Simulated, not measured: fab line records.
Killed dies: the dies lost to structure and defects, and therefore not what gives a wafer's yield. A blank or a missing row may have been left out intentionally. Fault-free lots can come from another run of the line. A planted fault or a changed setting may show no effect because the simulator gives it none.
2 desks looking at one fault	flow gf180mcu	what lay behind the numbers comes last; until then each desk has only its own

## FROM THE METROLOGY DESK
What the gauges read for every lot (on any tool): the sampled wafers with a number, averaged. If a lot's mean is further than 4 standard deviations from the usual mean, the lot is out of limits and carries the mark OUT (the distance appears in the brackets).
Columns: A = MVSD_TW at GF_MVSD_TW_MEAS_11, usual 1595; B = NWELL_RS at GF_VT_IMPLANT_RS_MEAS_47, usual 487.2 ohm/sq; C = LVPWELL_RS at GF_VT_IMPLANT_RS_MEAS_48, usual 1196 ohm/sq; D = V1_W_THK at GF_V1_THK_MEAS_25, usual 345 nm
lot	first seen here	A	B	C	D
L955	day 4 11:51	1589	487.9	1196	344
L958	day 5 03:47	1608	487.3	1196	345
L959	day 5 10:59	1598	486.7	1197	343
L960	day 5 15:11	1583	488.6	1193	340
L961	day 5 19:48	1609	485.3	1198	342
L962	day 6 02:11	1600	486.1	1197	344
L963	day 6 09:08	1592	487.1	1195	343
L964	day 6 12:53	1597	487.0	1190	347
L965	day 6 20:53	1598	487.3	1192	340
L967	day 7 06:14	1587	487.7	1196	347
L971	day 8 07:27	1581	476.6 (-8.8) OUT	1198	351
L973	day 8 20:28	1600	483.4	1196	348
L978	day 10 06:21	1590	486.8	1198	348
This desk finds L971 out of limits, with the earliest case on L971 at day 11 23:24 (NWELL_RS at GF_VT_IMPLANT_RS_MEAS_47). In limits: L955, L958, L959, L960, L961, L962, L963, L964, L965, L967, L973, L978.

## AT THE TOOL OWNER'S DESK: implanter-03
The tool's own readings at GF_NWELL_IMPLANT_09, given as means over the sampled wafers that have a number, one for each lot that went through this tool. If a lot's mean is further than 4 standard deviations from the usual mean, the lot is out of limits and carries the mark OUT (the distance appears in the brackets).
Columns: A = beam_on_s at GF_NWELL_IMPLANT_09, usual 9.99 s; B = faraday_current_uA at GF_NWELL_IMPLANT_09, usual 22.6
lot	first seen here	A	B
L955	day 3 08:41	9.91	22.7
L958	day 3 23:30	9.79	23.1
L964	day 5 07:13	9.86	22.9
L967	day 6 00:03	9.93	22.7
L971	day 6 23:08	11.50 (+8.4) OUT	19.6 (-7.3) OUT
L973	day 7 11:18	10.66	21.2
This desk finds L971 out of limits, L971 being first, at day 6 23:08 (beam_on_s at GF_NWELL_IMPLANT_09). In limits: L955, L958, L964, L967, L973.

## BROUGHT TOGETHER
An alarm could have come from the tool owner's desk at day 6 23:08, on L971.
At day 11 23:24 the metrology desk could have sounded an alarm, on L971.
GF_NWELL_IMPLANT_09 was run on implanter-03 by each of the lots named.

## WHAT THE SIMULATOR PUT IN
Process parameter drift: implanter-03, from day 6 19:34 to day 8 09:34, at GF_NWELL_IMPLANT_09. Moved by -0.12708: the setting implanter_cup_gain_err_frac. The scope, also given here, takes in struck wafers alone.
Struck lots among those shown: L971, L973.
Fault start to first reading out of limits, in hours, per desk: tool owner, 4; metrology, 124.
